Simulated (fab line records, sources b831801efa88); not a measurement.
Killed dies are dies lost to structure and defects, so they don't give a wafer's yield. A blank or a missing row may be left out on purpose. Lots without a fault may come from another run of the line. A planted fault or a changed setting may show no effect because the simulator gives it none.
A struck lot beside a sound one | flow sky130 | 26 steps out of a route of 708
Sound: wafers L591.1, L591.4, L591.5. Struck: wafers L579.3, L579.4, L579.5. The cause comes at the end.
At each step with rows: each side's tool, then ch and its chambers, then its first start. Under that, the readings that differ: sound wafers | struck wafers | difference of the means | sigmas: that difference in standard deviations of wafers without a fault.
alike: readings whose means differ by less than 2 such deviations, and words and numbers that are the same on both sides. not compared: withheld readings, readings that some wafer has no value for, bounds like >300 that may hide the same value, and numbers for which the record gives no deviation and whose values overlap.
The two part at a step that has a row with sigmas, a row that says differs or no value, or rows on one side only. Numbers that don't overlap but have no deviation are shown without sigmas and don't part them. A reading that every wafer of one side lacks parts them only if that side has two wafers or more.

first, 3 steps without rows for these wafers: SKY_CAP2M_EXPOSE_09 (exposes mask CAP2M, target cd 1000 nm); SKY_CAP2M_PEB_10; SKY_CAP2M_DEVELOP_11 (develop time 60 s).
SKY_CAP2M_OVL_MEAS_12:
  sound on overlay-01, day 45 06:01; struck on overlay-02, day 42 03:02
  alike: CAP2M_OVL
SKY_CAP2M_METAL_ETCH_13: etches TiN in Cl2/BCl3, stops on SiO2, target depth 220 nm, time 62.9 s.
  sound on rie_metal-01 ch 0,1, day 45 06:03; struck on rie_metal-03 ch 0,1, day 42 03:05
  reading                     | sound       | struck      | difference | sigmas
  drypump_motor_current_A (A) | 6.3 6.3 6.0 | 5.5 5.5 5.5 | -0.7       | -2
  alike: chamber_pressure_mTorr, oes_product_au, throttle_valve_pct
  not compared: rf_hours_counter_h
SKY_CAP2M_STRIP_14: strips in O2/N2.
  sound on plasma_asher-04 ch 0,1, day 45 06:09; struck on plasma_asher-03 ch 0,1, day 42 03:10
  alike: chamber_pressure_mTorr, drypump_motor_current_A, o2_flow_sccm, oes_product_au, strip_time_to_endpoint_s
  not compared: rf_hours_counter_h
then, 6 steps without rows for these wafers: SKY_CAP2M_STRIP_15 (strips in post etch residue remover, time 1200 s); SKY_CAP2M_CLEAN_16 (cleans in IPA, time 180 s); SKY_CAP2M_CLEAN_17 (cleans in O3/DIW); SKY_METAL4_DEHYDRATE_05 (time 60 s); SKY_METAL4_HMDS_06 (prime time 60 s); SKY_METAL4_COAT_07 (resist thk 60 nm).
SKY_METAL4_COAT_08: resist thk 1140 nm.
  sound on litho_track-02 ch 0, day 45 17:00; struck on litho_track-02 ch 0, day 42 15:00
  reading                                       | sound          | struck         | difference | sigmas
  model.KrF-thick_of_METAL4_COAT_08.thk_nm (nm) | 1141 1139 1140 | 1268 1262 1265 | +125       |
  alike: chill_plate_temp_C
then, 4 steps without rows for these wafers: SKY_METAL4_SOFTBAKE_09 (time 90 s); SKY_METAL4_EXPOSE_10 (exposes mask MM4, target cd 300 nm); SKY_METAL4_PEB_11; SKY_METAL4_DEVELOP_12 (develop time 60 s).
SKY_METAL4_CD_MEAS_13: target cd 300 nm.
  sound on cd_sem-01, day 46 04:44; struck on cd_sem-01, day 43 02:18
  reading    | sound             | struck            | difference | sigmas
  cd_nm (nm) | 300.9 299.0 299.2 | 304.4 301.6 302.9 | +3.3       | +2
SKY_METAL4_OVL_MEAS_14:
  sound on overlay-02, day 46 04:51; struck on overlay-02, day 43 02:24
  reading         | sound    | struck  | difference | sigmas
  METAL4_OVL (nm) | -1 -3 -2 | 5 11 12 | +11        | +2
SKY_METAL4_DESCUM_15: chemistry O2, time 8 s.
  sound on rie_metal-04 ch 1, day 46 04:53; struck on rie_metal-02 ch 0,1, day 43 02:26
  reading                 | sound             | struck            | difference | sigmas
  model.METAL4.cd_nm (nm) | 300.8 299.3 299.3 | 304.4 301.5 302.9 | +3.1       |
  alike: chamber_pressure_mTorr, drypump_motor_current_A, oes_product_au
  not compared: rf_hours_counter_h
SKY_METAL4_ETCH_16: etches BARC in N2/H2, stops on SiO2, time 88.2 s, target depth 60 nm.
  sound on rie_metal-04 ch 1, day 46 04:55; struck on rie_metal-02 ch 0,1, day 43 02:29
  alike: chamber_pressure_mTorr, drypump_motor_current_A, oes_product_au, throttle_valve_pct
  not compared: rf_hours_counter_h
SKY_METAL4_ETCH_17: etches SiO2 in C4F8/O2/Ar, stops on TiN, time 3.9 s, target depth 15 nm.
  sound on rie_diel-04 ch 0,2,3, day 46 05:01; struck on rie_diel-03 ch 2,3, day 43 02:33
  alike: chamber_pressure_mTorr, oes_product_au
  not compared: rf_hours_counter_h, model.METAL4.cd_nm
SKY_METAL4_METAL_ETCH_18: etches the open film in Cl2/BCl3, stops on SiO2, target depth 845 nm, time 183.1 s.
  sound on rie_metal-02 ch 0, day 46 05:02; struck on rie_metal-04 ch 1, day 43 02:41
  reading                                       | sound             | struck            | difference | sigmas
  model.KrF-thick_of_METAL4_COAT_08.thk_nm (nm) | 532.5 531.4 531.5 | 660.8 650.1 659.2 | +124.9     |
  alike: chamber_pressure_mTorr, drypump_motor_current_A, oes_product_au, throttle_valve_pct
  not compared: rf_hours_counter_h
SKY_METAL4_STRIP_19: strips in O2/N2.
  sound on plasma_asher-04 ch 0,1, day 46 05:23; struck on plasma_asher-02 ch 0,1, day 43 02:58
  reading                      | sound             | struck            | difference | sigmas
  oes_product_au (a.u.)        | 0.504 0.498 0.497 | 0.553 0.544 0.556 | +0.051     | +10
  strip_time_to_endpoint_s (s) | 6.58 6.58 6.60    | 7.84 7.74 7.84    | +1.22      | +21
  alike: chamber_pressure_mTorr, drypump_motor_current_A, o2_flow_sccm
  not compared: rf_hours_counter_h
then, 1 step without rows for these wafers: SKY_METAL4_STRIP_20 (strips in post etch residue remover, time 1200 s).
-- the record jumps here: 4 days lie between the struck wafers' starts before and after (it left off in module METAL4 and takes up again in module PAD_OPEN, whose first step shown is number 708 of the route) --
SKY_PAD_OPEN_PROBE_99:
  the record has rows for the struck wafers here (prober-01, day 46 22:50) and none for the sound ones

WHERE THEY PART
First at SKY_CAP2M_METAL_ETCH_13; last, within this record, at SKY_PAD_OPEN_PROBE_99.

WHY: what the simulator had put in
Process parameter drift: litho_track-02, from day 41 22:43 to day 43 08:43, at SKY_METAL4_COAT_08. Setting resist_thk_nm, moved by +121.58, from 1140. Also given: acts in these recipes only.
